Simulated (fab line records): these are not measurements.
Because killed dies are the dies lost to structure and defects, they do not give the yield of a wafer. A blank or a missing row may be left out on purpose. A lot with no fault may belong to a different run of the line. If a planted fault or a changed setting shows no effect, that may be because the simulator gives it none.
fab line records	flow sky130
record lots=10	wafers=30	lastDay=50
route steps=708 shown METAL1@449 VIA1@480 METAL2@487
lots that met no fault: taken from a fault-free run of the same line
startH: hours from the record's opening day to when the first of the lot's shown wafers began	waitH: hours elapsed since this lot's preceding step	" same as the row above	L1.1+2: a row that stands for several wafers	- either no value or no given start	* or withheld: withheld	< > ~ a bound
route shown NAME@n: a module of which the file shows steps, and the number in the route of the first	usual: mean/standard deviation taken from wafers without a fault	same: alike in all rows	chamber/n: place in a boat	sites: each site's reading	_std_site: the values' standard deviation	_edge_site: outer sites' mean less inner sites'	radiusMm: for every site, how far away it sits from the centre of the wafer	mask NAME#n: copy n	behind: the most recent tool/chamber to have shaped the wafer	hold: cause of the lot's hold/its duration in hours/its outcome	device: which transistor (n, p or np) failed to switch	end of line: tests run on the same wafers once the route is complete	for a step that has no rows: nothing shown but its recipe	killed: dies that structure and defects cost at the first sort, which is not the same as the wafer's yield	map: a wafer's dies, x killed, . not, _ none there
set.NAME: the setting the step ran with; set.NAME@STEP: the setting that earlier step ran with	model.NAME: the simulator's own value behind a step, which no gauge read
route steps across a sampled set of lots; one table per step, one row per wafer
services: from which hour (startH, from the record's first day; less than 0 if before it) a tool's chamber was out of use, for how many hours, and why
## steps
# step SKY_METAL1_CD_MEAS_15
# recipe targetCdNm=140
# usual cdNm=140.3/1.6
lot.wafer	tool	chamber	startH	waitH	cdNm
L764.1	cdSem-01	-	773.33	-	139.6
L764.3	"	-	"	"	140.0
L764.5	"	-	"	"	139.1
L765.1	cdSem-01	-	784.53	-	141.1
L765.2	"	-	"	"	140.6
L765.6	"	-	"	"	138.9
L766.1	cdSem-02	-	786.41	-	142.3
L766.3	"	-	"	"	142.0
L766.6	"	-	"	"	140.5
L767.1	cdSem-02	-	792.99	-	140.5
L767.4	"	-	"	"	140.7
L767.5	"	-	"	"	141.3
L769.3	cdSem-02	-	835.07	-	140.9
L769.4	"	-	"	"	140.0
L769.5	"	-	"	"	140.3
L773.2	cdSem-02	-	863.97	-	141.9
L773.5	"	-	"	"	141.1
L773.6	"	-	"	"	142.2
L780.2	cdSem-01	-	914.06	-	140.3
L780.3	"	-	"	"	141.7
L780.5	"	-	"	"	141.2
L782.3	cdSem-01	-	924.22	-	140.6
L782.4	"	-	"	"	142.6
L782.6	"	-	"	"	140.8
L784.2	cdSem-01	-	931.33	-	138.6
L784.3	"	-	"	"	139.6
L784.5	"	-	"	"	140.1
L786.1	cdSem-02	-	937.88	-	138.6
L786.4	"	-	"	"	137.7
L786.5	"	-	"	"	137.0
# step SKY_METAL1_METAL_ETCH_19
# recipe targetDepthA=3600	stopOn=SiO2	overEtchFrac=0.3	timeS=78	chemistry=Cl2/BCl3	resistSidewallDeg=88	pressureMtorr=10	icpW=900	biasW=48.5	Cl2_flow_sccm=60	bcl3FlowSccm=30
# usual drypumpMotorCurrentA=5.86/0.19	oesProductAu=0.855/0.0052	throttleValvePct=22.266/0.009
lot.wafer	tool	chamber	startH	waitH	drypumpMotorCurrentA	oesProductAu	rfHoursCounterH	throttleValvePct
L764.1	rieMetal-04	1	773.58	0.0	5.76	0.852	11	22.263
L764.3	"	0	"	"	6.08	0.852	-	22.260
L764.5	"	0	"	"	6.10	0.844	-	22.263
L765.1	rieMetal-02	1	784.78	0.0	5.81	0.867	8	22.268
L765.2	"	0	"	"	5.88	0.851	9	22.258
L765.6	"	1	"	"	5.81	0.865	-	22.280
L766.1	rieMetal-02	0	786.66	0.0	5.90	0.859	9	22.272
L766.3	"	0	"	"	5.88	0.851	-	22.278
L766.6	"	1	"	"	5.83	0.851	-	22.272
L767.1	rieMetal-04	0	793.25	0.0	6.12	0.858	13	22.305
L767.4	"	0	"	"	6.10	0.855	-	22.266
L767.5	"	0	"	"	6.09	0.861	-	22.263
L769.3	rieMetal-01	0	835.31	0.1	6.10	0.846	-	22.268
L769.4	"	1	"	"	5.38	0.851	-	22.253
L769.5	"	0	"	"	6.01	0.851	-	22.266
L773.2	rieMetal-02	0	864.20	0.0	5.93	0.858	12	22.252
L773.5	"	1	"	"	5.82	0.866	-	22.262
L773.6	"	0	"	"	5.93	0.861	-	22.274
L780.2	rieMetal-02	1	914.29	0.0	5.81	0.855	13	22.269
L780.3	"	0	"	"	5.92	0.857	-	22.272
L780.5	"	0	"	"	5.89	0.853	-	22.256
L782.3	rieMetal-01	0	924.46	0.1	6.04	0.860	-	22.255
L782.4	"	1	"	"	5.42	0.851	-	22.265
L782.6	"	0	"	"	6.09	0.856	-	22.249
L784.2	rieMetal-04	0	931.56	0.0	6.13	0.859	3	22.276
L784.3	"	0	"	"	6.12	0.857	-	22.272
L784.5	"	1	"	"	5.79	0.859	-	22.257
L786.1	rieMetal-02	1	938.13	0.0	5.81	0.855	14	22.263
L786.4	"	0	"	"	5.90	0.847	-	22.271
L786.5	"	0	"	"	5.92	0.851	-	22.275
# step SKY_VIA1_RS_MEAS_22
# recipe thkMeasGauge=four-point-probe	reads=W_of_VIA1_CVD_21+TiN_of_VIA1_SPUTTER_20
# usual VIA1_W_RS=0.424/0.0056
lot.wafer	tool	chamber	startH	waitH	VIA1_W_RS[ohm/sq]
L764.1	filmMetro-01	-	802.81	0.1	0.438
L764.3	"	-	"	"	0.423
L764.5	"	-	"	"	0.434
L765.1	filmMetro-01	-	813.63	0.1	0.430
L765.2	"	-	"	"	0.424
L765.6	"	-	"	"	0.436
L766.1	filmMetro-02	-	815.55	0.1	0.413
L766.3	"	-	"	"	0.418
L766.6	"	-	"	"	0.419
L767.1	filmMetro-02	-	822.01	0.1	0.426
L767.4	"	-	"	"	0.424
L767.5	"	-	"	"	0.414
L769.3	filmMetro-01	-	864.40	0.1	0.417
L769.4	"	-	"	"	0.427
L769.5	"	-	"	"	0.428
L773.2	filmMetro-03	-	892.98	0.1	0.430
L773.5	"	-	"	"	0.429
L773.6	"	-	"	"	0.423
L780.2	filmMetro-01	-	941.88	0.1	0.430
L780.3	"	-	"	"	0.427
L780.5	"	-	"	"	0.427
L782.3	filmMetro-02	-	951.38	0.1	0.422
L782.4	"	-	"	"	0.426
L782.6	"	-	"	"	0.424
L784.2	filmMetro-03	-	958.87	0.1	0.422
L784.3	"	-	"	"	0.428
L784.5	"	-	"	"	0.424
L786.1	filmMetro-02	-	964.30	0.1	0.422
L786.4	"	-	"	"	0.421
L786.5	"	-	"	"	0.420
# step SKY_METAL2_SPUTTER_04
# recipe material=TiN	targetThkNm=70	powerW=6500	timeS=58.3	chamberPressurePa=0.4
# usual throttleValvePct=30.1/0.79
lot.wafer	tool	chamber	startH	waitH	throttleValvePct
L764.1	pvdSputter-02	-	803.38	0.0	30.2
L764.3	"	-	"	"	31.0
L764.5	"	-	"	"	29.0
L765.1	pvdSputter-01	-	814.20	0.0	28.5
L765.2	"	-	"	"	29.6
L765.6	"	-	"	"	30.7
L766.1	pvdSputter-02	-	816.12	0.0	30.4
L766.3	"	-	"	"	29.0
L766.6	"	-	"	"	29.1
L767.1	pvdSputter-02	-	822.58	0.0	29.1
L767.4	"	-	"	"	31.0
L767.5	"	-	"	"	30.6
L769.3	pvdSputter-01	-	864.93	0.0	29.0
L769.4	"	-	"	"	30.0
L769.5	"	-	"	"	28.7
L773.2	pvdSputter-01	-	893.53	0.0	29.8
L773.5	"	-	"	"	29.9
L773.6	"	-	"	"	29.0
L780.2	pvdSputter-04	-	942.43	0.0	30.5
L780.3	"	-	"	"	31.3
L780.5	"	-	"	"	31.2
L782.3	pvdSputter-01	-	952.66	0.0	29.7
L782.4	"	-	"	"	30.5
L782.6	"	-	"	"	30.6
L784.2	pvdSputter-04	-	959.84	0.0	31.1
L784.3	"	-	"	"	30.4
L784.5	"	-	"	"	31.3
L786.1	pvdSputter-02	-	964.87	0.0	30.0
L786.4	"	-	"	"	29.2
L786.5	"	-	"	"	31.0
# step SKY_METAL2_THK_MEAS_06
# recipe thkMeasGauge=xrf	reads=AlCu_of_METAL2_SPUTTER_02
# usual METAL2_ALCU_THK=248.9/2.6
lot.wafer	tool	chamber	startH	waitH	METAL2_ALCU_THK[nm]
L764.1	filmMetro-02	-	803.55	0.1	244.2
L764.3	"	-	"	"	246.1
L764.5	"	-	"	"	242.9
L765.1	filmMetro-04	-	814.37	0.1	245.5
L765.2	"	-	"	"	248.3
L765.6	"	-	"	"	247.8
L766.1	filmMetro-02	-	816.28	0.1	246.8
L766.3	"	-	"	"	244.5
L766.6	"	-	"	"	245.9
L767.1	filmMetro-03	-	822.75	0.1	248.3
L767.4	"	-	"	"	249.9
L767.5	"	-	"	"	253.1
L769.3	filmMetro-03	-	865.12	0.1	250.2
L769.4	"	-	"	"	250.2
L769.5	"	-	"	"	250.4
L773.2	filmMetro-04	-	893.71	0.1	249.8
L773.5	"	-	"	"	247.7
L773.6	"	-	"	"	251.0
L780.2	filmMetro-04	-	942.61	0.1	248.6
L780.3	"	-	"	"	248.8
L780.5	"	-	"	"	250.0
L782.3	filmMetro-03	-	952.84	0.1	244.1
L782.4	"	-	"	"	270.7
L782.6	"	-	"	"	269.7
L784.2	filmMetro-03	-	960.02	0.1	252.7
L784.3	"	-	"	"	253.2
L784.5	"	-	"	"	252.2
L786.1	filmMetro-02	-	965.04	0.1	251.7
L786.4	"	-	"	"	249.8
L786.5	"	-	"	"	254.8
# step SKY_METAL2_METAL_ETCH_19
# recipe targetDepthA=3600	stopOn=SiO2	overEtchFrac=0.3	timeS=78	chemistry=Cl2/BCl3	resistSidewallDeg=88	pressureMtorr=10	icpW=900	biasW=48.5	Cl2_flow_sccm=60	bcl3FlowSccm=30
# usual drypumpMotorCurrentA=5.6/0.36	oesProductAu=0.854/0.0055	throttleValvePct=22.265/0.0093
lot.wafer	tool	chamber	startH	waitH	drypumpMotorCurrentA	oesProductAu	rfHoursCounterH	throttleValvePct
L764.1	rieMetal-03	1	830.15	0.1	5.5	0.852	15	22.249
L764.3	"	1	"	"	5.6	0.845	-	22.259
L764.5	"	1	"	"	5.5	0.849	-	22.276
L765.1	rieMetal-03	0	841.30	0.1	5.0	0.848	0	22.256
L765.2	"	0	"	"	5.0	0.844	-	22.261
L765.6	"	0	"	"	5.0	0.855	-	22.264
L766.1	rieMetal-03	0	842.84	0.1	5.0	0.851	0	22.281
L766.3	"	0	"	"	5.0	0.844	-	22.265
L766.6	"	0	"	"	5.0	0.856	-	22.268
L767.1	rieMetal-01	0	849.51	0.0	6.0	0.854	13	22.236
L767.4	"	0	"	"	6.1	0.859	-	22.262
L767.5	"	0	"	"	6.0	0.860	-	22.258
L769.3	rieMetal-03	0	891.90	0.1	5.0	0.865	-	22.285
L769.4	"	1	"	"	5.6	0.860	-	22.252
L769.5	"	0	"	"	5.0	0.856	-	22.263
L773.2	rieMetal-03	0	919.50	0.0	5.0	0.860	4	22.260
L773.5	"	1	"	"	5.5	0.854	-	22.258
L773.6	"	0	"	"	5.0	0.855	-	22.269
L780.2	rieMetal-02	1	967.40	0.0	5.8	0.849	16	22.287
L780.3	"	0	"	"	5.9	0.858	-	22.270
L780.5	"	1	"	"	5.8	0.857	-	22.274
L782.3	rieMetal-03	0	976.83	0.1	5.0	0.852	-	22.260
L782.4	"	1	"	"	5.6	0.821	-	22.271
L782.6	"	0	"	"	5.0	0.828	-	22.257
L784.2	rieMetal-03	1	984.07	0.0	5.6	0.858	5	22.260
L784.3	"	0	"	"	5.0	0.871	-	22.259
L784.5	"	1	"	"	5.6	0.861	-	22.269
L786.1	rieMetal-01	0	989.20	0.0	6.1	0.857	20	22.254
L786.4	"	1	"	"	5.4	0.859	-	22.265
L786.5	"	0	"	"	6.1	0.852	-	22.276
## services
tool	chamber	startH	hours	kind
pvdSputter-01	-	791.03	4.0	repair
pvdSputter-04	-	793.16	3.3	repair
rieMetal-03	0	817.92	-	clean
rieMetal-03	0	817.92	12.2	scheduledDown
rieMetal-03	0	817.92	12.2	ventCycle
pvdSputter-02	-	830.20	2.3	repair
rieMetal-03	0	831.37	9.2	repair
rieMetal-03	1	840.55	-	clean
rieMetal-03	1	840.55	19.7	scheduledDown
rieMetal-03	1	840.55	19.7	ventCycle
rieMetal-04	-	854.00	4.0	pm
rieMetal-01	1	855.46	4.4	repair
rieMetal-04	-	876.62	2.8	pm
pvdSputter-04	-	881.60	1.9	repair
pvdSputter-01	-	897.33	13.1	repair
pvdSputter-01	-	910.19	7.6	repair
rieMetal-04	-	939.14	1.5	repair
pvdSputter-02	-	940.01	12.7	repair
pvdSputter-04	-	942.93	7.2	repair
pvdSputter-01	2	953.92	-	consumableReplace:kit
pvdSputter-01	2	953.92	18.0	scheduledDown
pvdSputter-01	2	953.92	18.0	ventCycle
rieMetal-02	0	959.34	4.4	repair
pvdSputter-02	0	981.68	-	consumableReplace:kit
## key
firstSign step=SKY_METAL2_THK_MEAS_06	reading=METAL2_ALCU_THK	direction=up	sigmas=8.2	usual=248.9	struck=270.2
effect step=SKY_METAL2_METAL_ETCH_19	reading=oesProductAu	direction=down	sigmas=5.3	usual=0.854	struck=0.825
metAt SKY_METAL2_SPUTTER_04
struckLots L782
struckWafers L782.4,L782.6
notActingAt SKY_METAL1_CD_MEAS_15,SKY_METAL1_METAL_ETCH_19,SKY_VIA1_RS_MEAS_22
onsetBetween 814.20 952.66
fault kind=processParameterDrift	tool=pvdSputter-01	chamber=-	onsetH=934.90	steps=SKY_METAL2_SPUTTER_04	channel=targetThkNm	offset=-41.8	shape=step	endH=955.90	actsIn=theseRecipesOnly	stated=70	scope=struckWafersOnly
